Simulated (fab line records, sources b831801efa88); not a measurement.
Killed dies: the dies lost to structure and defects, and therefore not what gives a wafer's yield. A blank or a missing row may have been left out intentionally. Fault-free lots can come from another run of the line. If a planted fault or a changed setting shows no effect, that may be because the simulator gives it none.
Which tool did it? || flow gf180mcu || Sampling: 11 lots, 33 wafers, 4 of 602 route steps

## WHAT THE GAUGES SHOWED, per wafer
GF_TOP_METAL_RS_MEAS_05: measurement is done with a four-point probe.
{"lot": "L692", "measured": "day 27 02:20", "on": "film metro-03", "TOP_METAL_ALCU_RS (ohm/sq)": "0.0331 0.0329 0.0325"}
{"lot": "L693", "measured": "day 27 15:08", "on": "film metro-01", "TOP_METAL_ALCU_RS (ohm/sq)": "0.0340 0.0331 0.0336"}
{"lot": "L694", "measured": "day 27 21:11", "on": "film metro-04", "TOP_METAL_ALCU_RS (ohm/sq)": "0.0330 0.0327 0.0326"}
{"lot": "L704", "measured": "day 30 22:10", "on": "film metro-03", "TOP_METAL_ALCU_RS (ohm/sq)": "0.0327 0.0323 0.0320"}
{"lot": "L706", "measured": "day 31 16:46", "on": "film metro-03", "TOP_METAL_ALCU_RS (ohm/sq)": "0.0329 0.0330 0.0327"}
{"lot": "L710", "measured": "day 32 17:17", "on": "film metro-01", "TOP_METAL_ALCU_RS (ohm/sq)": "0.0329 0.0328 0.0328"}
{"lot": "L711", "measured": "day 32 20:50", "on": "film metro-01", "TOP_METAL_ALCU_RS (ohm/sq)": "0.0328 0.0328 0.0328"}
{"lot": "L712", "measured": "day 33 06:16", "on": "film metro-01", "TOP_METAL_ALCU_RS (ohm/sq)": "0.0333 0.0331 0.0332"}
{"lot": "L713", "measured": "day 33 07:13", "on": "film metro-03", "TOP_METAL_ALCU_RS (ohm/sq)": "0.0335 0.0335 0.0336"}
{"lot": "L714", "measured": "day 33 08:52", "on": "film metro-03", "TOP_METAL_ALCU_RS (ohm/sq)": "0.0332 0.0330 0.0323"}
{"lot": "L715", "measured": "day 33 12:09", "on": "film metro-03", "TOP_METAL_ALCU_RS (ohm/sq)": "0.0326 0.0322 0.0328"}

## EACH LOT AND THE TOOL THAT RAN IT (in order: tool; ch and the chambers of the sampled wafers; start)
{"lot": "L692", "GF_V3_CVD_00": "hdpcvd-02 ch 0,1,2, day 21 03:11", "GF_V5_SPUTTER_21": "pvd sputter-01, day 27 01:22", "GF_TOP_METAL_SPUTTER_00": "pvd sputter-02, day 27 02:03"}
{"lot": "L693", "GF_V3_CVD_00": "hdpcvd-01 ch 0,1, day 21 18:09", "GF_V5_SPUTTER_21": "pvd sputter-01, day 27 14:13", "GF_TOP_METAL_SPUTTER_00": "pvd sputter-02, day 27 14:54"}
{"lot": "L694", "GF_V3_CVD_00": "hdpcvd-02 ch 0,1,2, day 22 01:47", "GF_V5_SPUTTER_21": "pvd sputter-02, day 27 20:16", "GF_TOP_METAL_SPUTTER_00": "pvd sputter-02, day 27 20:58"}
{"lot": "L704", "GF_V3_CVD_00": "hdpcvd-02 ch 0,1,2, day 25 13:28", "GF_V5_SPUTTER_21": "pvd sputter-03, day 30 21:12", "GF_TOP_METAL_SPUTTER_00": "pvd sputter-01, day 30 21:56"}
{"lot": "L706", "GF_V3_CVD_00": "hdpcvd-01 ch 0,1,2, day 26 12:57", "GF_V5_SPUTTER_21": "pvd sputter-02, day 31 15:52", "GF_TOP_METAL_SPUTTER_00": "pvd sputter-04, day 31 16:33"}
{"lot": "L710", "GF_V3_CVD_00": "hdpcvd-02 ch 0,1, day 27 18:41", "GF_V5_SPUTTER_21": "pvd sputter-02, day 32 16:21", "GF_TOP_METAL_SPUTTER_00": "pvd sputter-04, day 32 17:02"}
{"lot": "L711", "GF_V3_CVD_00": "hdpcvd-01 ch 0,1,2, day 27 23:40", "GF_V5_SPUTTER_21": "pvd sputter-02, day 32 19:55", "GF_TOP_METAL_SPUTTER_00": "pvd sputter-04, day 32 20:37"}
{"lot": "L712", "GF_V3_CVD_00": "hdpcvd-02 ch 1,2, day 28 08:59", "GF_V5_SPUTTER_21": "pvd sputter-01, day 33 05:07", "GF_TOP_METAL_SPUTTER_00": "pvd sputter-02, day 33 06:02"}
{"lot": "L713", "GF_V3_CVD_00": "hdpcvd-02 ch 0,1,2, day 28 11:04", "GF_V5_SPUTTER_21": "pvd sputter-01, day 33 05:43", "GF_TOP_METAL_SPUTTER_00": "pvd sputter-02, day 33 06:56"}
{"lot": "L714", "GF_V3_CVD_00": "hdpcvd-02 ch 0,1,2, day 28 13:32", "GF_V5_SPUTTER_21": "pvd sputter-01, day 33 07:47", "GF_TOP_METAL_SPUTTER_00": "pvd sputter-01, day 33 08:34"}
{"lot": "L715", "GF_V3_CVD_00": "hdpcvd-01 ch 0,1,2, day 28 19:50", "GF_V5_SPUTTER_21": "pvd sputter-03, day 33 11:14", "GF_TOP_METAL_SPUTTER_00": "pvd sputter-04, day 33 11:56"}
- GF_V3_CVD_00: deposits SiO2, target thk 600 nm, time 100 s.
- GF_V5_SPUTTER_21: material Ti, target thk 15 nm, time 80.02 s.
- GF_TOP_METAL_SPUTTER_00: material Ti, target thk 37.5 nm, time 150 s.

## THE ANSWER, worked out from the rows above alone
Rule: the usual values come from the lots themselves. Put in order of their means at a reading, lots are off if they are a third of the lots or fewer, leave a main group of 4 or more, and stand apart from it by a gap of 3 or more times the standard deviation of the main group's means; of several such gaps the widest counts. A main group is skipped when, at the precision printed for the reading in the tables above, its means are all equal. A lot without any number at a reading at which 4 lots or more have one is off too. Where the step has rows for the other lots, those lots are counted as sound.
No lot is off on any of the readings shown, so nothing can be concluded from this.

## WHAT THE SIMULATOR HAD INSERTED
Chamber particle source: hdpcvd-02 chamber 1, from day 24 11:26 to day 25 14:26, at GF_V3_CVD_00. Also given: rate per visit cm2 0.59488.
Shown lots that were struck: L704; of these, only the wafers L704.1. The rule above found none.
